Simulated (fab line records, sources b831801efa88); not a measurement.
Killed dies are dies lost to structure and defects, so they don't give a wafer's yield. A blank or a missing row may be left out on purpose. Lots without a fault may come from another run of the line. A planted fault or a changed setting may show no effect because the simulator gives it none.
Chamber matching | flow sky130 | SKY_CONTACT_CMP_27 on cmp-01: 4 sister chambers
The step polishes, stops on SiO2, t overpolish 15 s, target thk 0 nm. 20 wafers are shown with their chamber, then 10 later ones without.

WAFERS WITH THEIR CHAMBER
wafer  | chamber | motor_current_A (A) | time_to_endpoint_s (s) | slurry_flow_ml_min
L879.3 | 2       | 10.8                | 92                     | 150.1
L879.4 | 1       | 10.8                | 88                     | 149.7
L879.5 | 3       | 12.8                | 82                     | 150.0
L880.1 | 3       | 11.3                | 80                     | 150.1
L880.4 | 0       | 10.4                | 88                     | 149.8
L880.6 | 1       | 10.4                | 86                     | 149.8
L884.1 | 2       | 11.0                | 78                     | 149.9
L884.2 | 1       | 10.9                | 90                     | 148.7
L884.6 | 1       | 11.0                | 85                     | 149.7
L886.1 | 1       | 10.7                | 92                     | 149.8
L886.3 | 2       | 10.9                | 87                     | 150.4
L886.5 | 0       | 9.9                 | 88                     | 149.3
L892.2 | 2       | 10.9                | 81                     | 150.4
L892.4 | 0       | 10.3                | 86                     | 151.0
L892.6 | 3       | 11.9                | 80                     | 149.5
L893.3 | 3       | 12.4                | 80                     | 150.3
L893.4 | 0       | 10.9                | 90                     | 149.6
L893.6 | 3       | 11.8                | 82                     | 149.7
L898.2 | 2       | 10.5                | 86                     | 149.3
L898.3 | 0       | 10.0                | 91                     | 151.0

SIGNATURES (means of the wafers above)
reading            | chamber 0 | chamber 1 | chamber 2 | chamber 3 | scatter within a chamber
motor_current_A    | 10.300    | 10.760    | 10.820    | 12.040    | 0.38
time_to_endpoint_s | 88.60     | 88.20     | 84.80     | 80.80     | 3.27
slurry_flow_ml_min | 150.140   | 149.540   | 150.020   | 149.920   | 0.543
Rule: a wafer's distance from a chamber is the root of the sum, over the readings, of the square of ((its reading less the chamber's mean) divided by the reading's scatter). The wafer belongs to the nearest chamber; if the next one is less than 2 further off, it can't be placed. The scatter: the root of (the sum of the squares of (reading less its chamber's mean) over the shown wafers, divided by (wafers less chambers)).

WAFERS WITHOUT THEIR CHAMBER
wafer  | motor_current_A (A) | time_to_endpoint_s (s) | slurry_flow_ml_min
L898.5 | 10.4                | 85                     | 150.1
L900.1 | 12.4                | 79                     | 150.9
L900.4 | 10.6                | 83                     | 150.1
L900.6 | 10.7                | 84                     | 150.3
L901.1 | 12.4                | 85                     | 150.2
L901.2 | 10.6                | 86                     | 150.1
L901.5 | 10.4                | 86                     | 149.9
L902.1 | 10.8                | 85                     | 150.5
L902.2 | 11.1                | 83                     | 149.4
L902.4 | 12.3                | 79                     | 150.7

WHICH CHAMBER EACH WENT THROUGH
wafer  | from the rows above               | in truth
L898.5 | can't be placed: 2 or 0 or 1      | 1
L900.1 | 3                                 | 3
L900.4 | can't be placed: 2 or 0 or 1      | 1
L900.6 | can't be placed: 2 or 0 or 1      | 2
L901.1 | 3                                 | 3
L901.2 | can't be placed: 2 or 0 or 1      | 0
L901.5 | can't be placed: 0 or 2 or 1      | 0
L902.1 | can't be placed: 2 or 0 or 1      | 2
L902.2 | can't be placed: 2 or 1 or 3 or 0 | 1
L902.4 | 3                                 | 3
Placed correctly: 3 of 10. Can't be placed from these rows: 7 (the true chamber is among the candidates in 7). Placed wrongly: 0.
